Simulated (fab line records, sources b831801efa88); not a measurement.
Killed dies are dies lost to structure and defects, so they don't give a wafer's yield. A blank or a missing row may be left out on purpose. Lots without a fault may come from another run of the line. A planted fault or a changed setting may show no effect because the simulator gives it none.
Which tool did it? | flow sky130 | 12 lots, 36 wafers sampled, at 5 steps of a route of 708

WHAT THE GAUGES READ, wafer by wafer
SKY_CAP2M_THK_MEAS_04: measures by xrf.
lot  | measured     | on            | CAP2M_TIN_THK (nm)
L201 | day 41 06:42 | film_metro-04 | 199.2 200.1 198.3
L203 | day 41 21:10 | film_metro-04 | 199.0 201.8 199.7
L204 | day 41 23:23 | film_metro-04 | 200.5 201.8 200.5
L209 | day 43 14:43 | film_metro-04 | 201.5 200.8 202.6
L213 | day 44 07:43 | film_metro-04 | 196.7 195.3 195.8
L214 | day 44 15:56 | film_metro-02 | 201.4 200.4 203.4
L215 | day 44 16:08 | film_metro-04 | 196.6 197.0 196.6
L216 | day 45 08:31 | film_metro-02 | 202.3 200.1 196.1
L217 | day 45 13:09 | film_metro-02 | 197.9 198.8 199.4
L218 | day 45 17:28 | film_metro-02 | 199.7 197.8 201.0
L219 | day 45 22:13 | film_metro-04 | 197.3 197.5 197.1
L220 | day 46 01:43 | film_metro-02 | 203.2 204.6 202.3

SKY_VIA4_THK_MEAS_01.
lot  | measured     | on            | VIA4_HDPCVD_THK (nm)
L201 | day 43 06:25 | film_metro-04 | 1265 1268 1269
L203 | day 43 20:05 | film_metro-04 | 1265 1283 1274
L204 | day 43 23:09 | film_metro-03 | 1272 1261 1296
L209 | day 45 12:03 | film_metro-04 | 1726 1734 1722
L213 | day 46 04:16 | film_metro-04 | 1723 1757 1737
L214 | day 46 12:20 | film_metro-04 | 1780 1773 1766
L215 | day 46 12:41 | film_metro-04 | 1751 1745 1723
L216 | day 47 02:28 | film_metro-01 | 1710 1759 1709
L217 | day 47 08:24 | film_metro-01 | 1745 1754 1740
L218 | day 47 11:52 | film_metro-01 | 1762 1723 1762
L219 | day 47 16:19 | film_metro-03 | 1735 1736 1720
L220 | day 47 19:43 | film_metro-04 | 1705 1765 1709

WHICH TOOL RAN EACH LOT (tool, then ch and the chambers of the sampled wafers, then the start)
lot  | SKY_METAL3_SPUTTER_01        | SKY_METAL4_STRIP_19                  | SKY_VIA4_HDPCVD_00
L201 | pvd_sputter-03, day 37 23:29 | plasma_asher-01 ch 0,1, day 43 05:38 | hdpcvd-02 ch 0,1,2, day 43 06:14
L203 | pvd_sputter-02, day 38 16:29 | plasma_asher-03 ch 0,1, day 43 19:13 | hdpcvd-02 ch 1,2, day 43 19:53
L204 | pvd_sputter-03, day 38 17:49 | plasma_asher-03 ch 0,1, day 43 21:56 | hdpcvd-02 ch 1,2, day 43 22:57
L209 | pvd_sputter-02, day 40 10:30 | plasma_asher-03 ch 0,1, day 45 11:17 | hdpcvd-01 ch 0,1,2, day 45 11:56
L213 | pvd_sputter-04, day 41 05:38 | plasma_asher-04 ch 0,1, day 46 03:28 | hdpcvd-01 ch 0,1,2, day 46 04:04
L214 | pvd_sputter-04, day 41 14:07 | plasma_asher-03 ch 0,1, day 46 11:32 | hdpcvd-01 ch 0,2, day 46 12:10
L215 | pvd_sputter-04, day 41 15:17 | plasma_asher-04 ch 0,1, day 46 11:53 | hdpcvd-02 ch 0,1,2, day 46 12:31
L216 | pvd_sputter-03, day 42 08:41 | plasma_asher-04 ch 0,1, day 47 01:40 | hdpcvd-02 ch 0,1, day 47 02:16
L217 | pvd_sputter-03, day 42 11:09 | plasma_asher-01 ch 0,1, day 47 07:36 | hdpcvd-01 ch 0,1, day 47 08:12
L218 | pvd_sputter-02, day 42 17:16 | plasma_asher-01 ch 0,1, day 47 11:04 | hdpcvd-01 ch 1,2, day 47 11:41
L219 | pvd_sputter-04, day 43 00:54 | plasma_asher-03 ch 0,1, day 47 15:31 | hdpcvd-01 ch 0,1,2, day 47 16:08
L220 | pvd_sputter-02, day 43 03:14 | plasma_asher-03 ch 0,1, day 47 18:49 | hdpcvd-02 ch 1,2, day 47 19:32
- SKY_METAL3_SPUTTER_01: material TiN, target thk 20 nm, time 16.7 s.
- SKY_METAL4_STRIP_19: strips in O2/N2.
- SKY_VIA4_HDPCVD_00: deposits SiO2, target thk 1750 nm, time 291.7 s.

WHAT THE TOOLS THEMSELVES READ (means of the sampled wafers that have a number; where no wafer has one, the mark that the record gives instead)
SKY_METAL3_SPUTTER_01.
lot  | tool           | throttle_valve_pct (%)
L201 | pvd_sputter-03 | 30.7
L203 | pvd_sputter-02 | 29.8
L204 | pvd_sputter-03 | 30.4
L209 | pvd_sputter-02 | 30.1
L213 | pvd_sputter-04 | 29.6
L214 | pvd_sputter-04 | 28.3
L215 | pvd_sputter-04 | 29.4
L216 | pvd_sputter-03 | 30.8
L217 | pvd_sputter-03 | 31.0
L218 | pvd_sputter-02 | 29.8
L219 | pvd_sputter-04 | 29.4
L220 | pvd_sputter-02 | 30.7

SKY_METAL4_STRIP_19.
lot  | tool            | drypump_motor_current_A (A) | oes_product_au (a.u.) | strip_time_to_endpoint_s (s)
L201 | plasma_asher-01 | 5.6                         | 0.504                 | 6.60
L203 | plasma_asher-03 | 5.5                         | 0.506                 | 6.56
L204 | plasma_asher-03 | 5.5                         | 0.499                 | 6.50
L209 | plasma_asher-03 | 5.5                         | 0.498                 | 6.35
L213 | plasma_asher-04 | 5.7                         | 0.506                 | 6.55
L214 | plasma_asher-03 | 5.5                         | 0.491                 | 6.37
L215 | plasma_asher-04 | 5.7                         | 0.499                 | 6.49
L216 | plasma_asher-04 | 5.8                         | 0.504                 | 6.62
L217 | plasma_asher-01 | 5.9                         | 0.502                 | 6.58
L218 | plasma_asher-01 | 5.9                         | 0.503                 | 6.55
L219 | plasma_asher-03 | 5.5                         | 0.494                 | 6.39
L220 | plasma_asher-03 | 5.1                         | 0.499                 | 6.47

SKY_VIA4_HDPCVD_00.
lot  | tool      | pressure_mtorr (mTorr) | run_length_s (s) | sih4_flow_sccm (sccm)
L201 | hdpcvd-02 | 6.014                  | 242.1            | 59.97
L203 | hdpcvd-02 | 5.983                  | 242.2            | 60.21
L204 | hdpcvd-02 | 6.004                  | 241.9            | 59.85
L209 | hdpcvd-01 | 6.004                  | 319.2            | 59.91
L213 | hdpcvd-01 | 5.991                  | 319.3            | 60.17
L214 | hdpcvd-01 | 6.000                  | 319.3            | 59.87
L215 | hdpcvd-02 | 6.010                  | 319.8            | 59.95
L216 | hdpcvd-02 | 6.003                  | 319.7            | 59.96
L217 | hdpcvd-01 | 5.988                  | 319.0            | 59.97
L218 | hdpcvd-01 | 6.001                  | 319.0            | 60.10
L219 | hdpcvd-01 | 5.996                  | 319.3            | 60.01
L220 | hdpcvd-02 | 6.006                  | 319.7            | 59.98

THE ANSWER, worked out from the rows above alone
Rule: what is usual is taken from the lots themselves. Put in order of their means at a reading, lots are off if they are a third of the lots or fewer, leave a main group of 4 or more, and stand apart from it by a gap of 3 or more times the standard deviation of the main group's means; of several such gaps the widest counts. A main group whose means are all the same, to the digits that the tables above print for the reading, isn't used. A lot without any number at a reading at which 4 lots or more have one is off too. The other lots that the step has rows for count as sound. The gauges are gone through in route order, then the tools' own readings, and for those a lot's mean is taken as printed above. The first step at which some lot is off is used, and at that step the reading that is off furthest; a lot without a number counts as furthest.
Off: L201, L203, L204, at SKY_VIA4_THK_MEAS_01 (VIA4_HDPCVD_THK). The main group: mean 1740 nm, standard deviation 14.
A tool fits if, at a process step before that reading, it ran every lot that is off, and no sound lot after the first of them. The gauges at SKY_VIA4_THK_MEAS_01 aren't tried: what is off there is off at SKY_VIA4_HDPCVD_00 too, on other tools, and a gauge's error can't cause that. None of those tried fits.

WHAT THE SIMULATOR HAD PUT IN
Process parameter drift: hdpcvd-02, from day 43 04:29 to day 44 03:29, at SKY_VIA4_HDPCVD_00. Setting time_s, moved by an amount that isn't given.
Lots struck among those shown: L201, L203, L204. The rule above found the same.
